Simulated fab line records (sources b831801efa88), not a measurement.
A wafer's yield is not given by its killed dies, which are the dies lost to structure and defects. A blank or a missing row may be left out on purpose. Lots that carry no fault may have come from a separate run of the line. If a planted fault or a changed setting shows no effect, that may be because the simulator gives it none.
A lot that was struck, set against a sound lot + flow sky130 + 17 out of 708 route steps
Sound: these wafers, L720.2, L720.3, L720.6. Struck: wafers L732.2, L732.4, L732.5. The cause comes at the end.
For every step that has rows: the tool of each side, followed by ch and its chambers, followed by its first start. Under that, the readings that differ: sound wafers + struck wafers + difference of the means + sigmas: that difference in standard deviations of wafers without a fault.
alike: a reading whose means differ by less than 2 such deviations, as well as words and numbers matching on both sides. not compared: withheld readings; readings where some wafer has no value; bounds like >300 that might hide an equal value; numbers whose values overlap and for which the record gives no deviation.
Wherever a step has rows on one side only, a row that says differs or no value, or a row with sigmas, the two part there. Non-overlapping numbers with no deviation appear without sigmas and do not part them. A reading that every wafer of one side lacks parts them only if that side has two wafers or more.

SKY_VT_ADJUST_HVTP_OVL_MEAS_08:
  sound on overlay-01, day 6 14:31; struck on overlay-01, day 9 18:59
  alike: VT_ADJUST_HVTP_OVL
then, 1 step without rows for these wafers: SKY_VT_ADJUST_HVTP_IMPLANT_09.
SKY_VT_ADJUST_HVTP_STRIP_10: strips in O2/N2.
  sound on plasmaAsher-01 ch 0, day 6 14:41; struck on plasmaAsher-03 ch 0,1, day 9 19:10
  alike: drypumpMotorCurrentA, n2FlowSccm, oesProductAu, stripTimeToEndpointS
  not compared: rfHoursCounterH
SKY_VT_ADJUST_HVTP_TW_MEAS_11:
  sound on filmMetro-02, day 6 14:48; struck on filmMetro-02, day 9 19:17
  alike: VT_ADJUST_HVTP_TW
then, 7 steps without rows for these wafers: SKY_VT_ADJUST_LVTN_DEHYDRATE_00 (time 60 s); SKY_VT_ADJUST_LVTN_HMDS_01 (prime time 60 s); SKY_VT_ADJUST_LVTN_COAT_02 (resist thk 3000 nm); SKY_VT_ADJUST_LVTN_SOFTBAKE_03; SKY_VT_ADJUST_LVTN_EXPOSE_04 (exposes mask NWM COMPLEMENT LESS NATIVE, target cd 840 nm); SKY_VT_ADJUST_LVTN_PEB_05; SKY_VT_ADJUST_LVTN_DEVELOP_06 (develop time 60 s).
SKY_VT_ADJUST_LVTN_OVL_MEAS_07:
  sound on overlay-02, day 7 09:28; struck on overlay-01, day 10 17:54
  alike: VT_ADJUST_LVTN_OVL
SKY_VT_ADJUST_LVTN_IMPLANT_08:
  sound on implanter-04 ch 0, day 7 09:32; struck on implanter-04 ch 0, day 10 17:57
  alike: beamEnergyKeV, beamOnS, endStationPressureTorr
SKY_VT_ADJUST_LVTN_STRIP_09: strips in O2/N2.
  sound on plasmaAsher-04 ch 0,1, day 7 09:39; struck on plasmaAsher-04 ch 0,1, day 10 18:05
  alike: drypumpMotorCurrentA, n2FlowSccm, oesProductAu, stripTimeToEndpointS
  not compared: rfHoursCounterH
SKY_VT_ADJUST_LVTN_TW_MEAS_10:
  sound on filmMetro-02, day 7 09:46; struck on filmMetro-01, day 10 18:11
| reading           | sound             | struck            | difference | sigmas |
|-------------------|-------------------|-------------------|------------|--------|
| VT_ADJUST_LVTN_TW | 237.6 237.0 236.4 | 227.2 227.4 226.3 | -10.0      | -5     |
then, 1 step without rows for these wafers: SKY_VT_ADJUST_LVTN_DEHYDRATE_11 (time 60 s).
-- record jumps: 39 days separate the struck wafers' starts on either side; left off in module VT_ADJUST_LVTN, taken up again in module PAD_OPEN, whose first shown step is the route's number 708 --
SKY_PAD_OPEN_PROBE_99:
  sound on prober-02, day 46 15:25; struck on prober-01, day 49 21:22
| reading                                 | sound                | struck               | difference | sigmas |
|-----------------------------------------|----------------------|----------------------|------------|--------|
| model.etest.nfet_01v8.driveUaUmRange    | 11.71 8.534 6.939    | 11.92 12.7 13.19     | +3.54      |        |
| model.etest.nfet_01v8_lvt.vtSatV (V)    | 0.5407 0.5393 0.5357 | 0.5104 0.5005 0.5092 | -0.0319    |        |
| model.etest.nfet_01v8_lvt.vtLongV (V)   | 0.4403 0.4387 0.4392 | 0.427 0.4226 0.424   | -0.015     |        |
| model.etest.nfet_01v8_lvt.bodyRiseV (V) | 0.1469 0.144 0.1454  | 0.1372 0.1364 0.1349 | -0.0093    |        |
  alike: killed_at_M0_to_M3, killed_at_M4_up, killedAtContacts, killedAtFrontEnd, killedAtOther, killedDies, killedOpen, killedShort

== WHERE THEY PART ==
SKY_VT_ADJUST_LVTN_TW_MEAS_10 only, going by this record. Later steps at which nothing parts them and some readings are alike: SKY_PAD_OPEN_PROBE_99.

WHY: what the simulator had put in
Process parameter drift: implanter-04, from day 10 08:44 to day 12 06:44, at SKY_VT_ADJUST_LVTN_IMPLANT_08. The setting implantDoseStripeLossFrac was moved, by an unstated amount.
